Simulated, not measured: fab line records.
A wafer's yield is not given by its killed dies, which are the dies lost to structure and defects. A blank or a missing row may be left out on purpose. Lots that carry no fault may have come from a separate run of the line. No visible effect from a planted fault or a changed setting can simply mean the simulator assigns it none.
Matching of chambers :: flow gf180mcu :: hdpcvd-02 running GF_V3_CVD_00: 3 sister chambers
The step deposits SiO2, target thk 600 nm, time 100 s. 6 wafers are shown with their chamber, then 8 later ones without.

## WAFERS WITH THEIR CHAMBER
wafer: L274.1
chamber: 0
sih4 flow sccm (sccm): 59.91
susceptor temp C (C): 399.95

wafer: L278.6
chamber: 1
sih4 flow sccm (sccm): 60.11
susceptor temp C (C): 399.86

wafer: L280.1
chamber: 2
sih4 flow sccm (sccm): 60.10
susceptor temp C (C): 400.27

wafer: L280.2
chamber: 1
sih4 flow sccm (sccm): 60.19
susceptor temp C (C): 400.14

wafer: L280.4
chamber: 0
sih4 flow sccm (sccm): 59.84
susceptor temp C (C): 399.94

wafer: L287.2
chamber: 2
sih4 flow sccm (sccm): 60.27
susceptor temp C (C): 399.93

## WAFERS MISSING THEIR CHAMBER
wafer: L287.3
sih4 flow sccm (sccm): 59.62
susceptor temp C (C): 399.98

wafer: L287.5
sih4 flow sccm (sccm): 60.07
susceptor temp C (C): 400.27

wafer: L292.1
sih4 flow sccm (sccm): 60.09
susceptor temp C (C): 399.78

wafer: L292.3
sih4 flow sccm (sccm): 59.70
susceptor temp C (C): 399.95

wafer: L292.6
sih4 flow sccm (sccm): 59.92
susceptor temp C (C): 399.95

wafer: L286.1
sih4 flow sccm (sccm): 59.99
susceptor temp C (C): 399.83

wafer: L286.4
sih4 flow sccm (sccm): 59.99
susceptor temp C (C): 399.47

wafer: L286.6
sih4 flow sccm (sccm): 59.74
susceptor temp C (C): 399.55

## WHICH CHAMBER EACH WENT THROUGH
wafer: L287.3
from the rows above: 0
in truth: 0

wafer: L287.5
from the rows above: can't be placed: 2 or 1 or 0
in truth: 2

wafer: L292.1
from the rows above: can't be placed: 1 or 2 or 0
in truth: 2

wafer: L292.3
from the rows above: 0
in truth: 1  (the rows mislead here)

wafer: L292.6
from the rows above: 0
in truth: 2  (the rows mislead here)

wafer: L286.1
from the rows above: can't be placed: 0 or 1 or 2
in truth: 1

wafer: L286.4
from the rows above: can't be placed: 0 or 1 or 2
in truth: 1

wafer: L286.6
from the rows above: 0
in truth: 0
Placed correctly: 2 of 8. From these rows, 4 cannot be placed; in 4 the true chamber is one of the candidates. 2 placed wrongly.
How it was worked out, from the rows above alone: a wafer's distance from a chamber is the root of the sum, over the readings, of the square of ((its reading less the chamber's mean) divided by the reading's scatter). If the next closest chamber is less than 2 further off than the closest, the wafer can't be placed; otherwise it belongs to the closest. A chamber's mean is the mean of its shown wafers. The scatter is the square root of a quotient: the sum, over the shown wafers, of each reading's squared deviation from its chamber's mean, divided by wafers minus chambers.
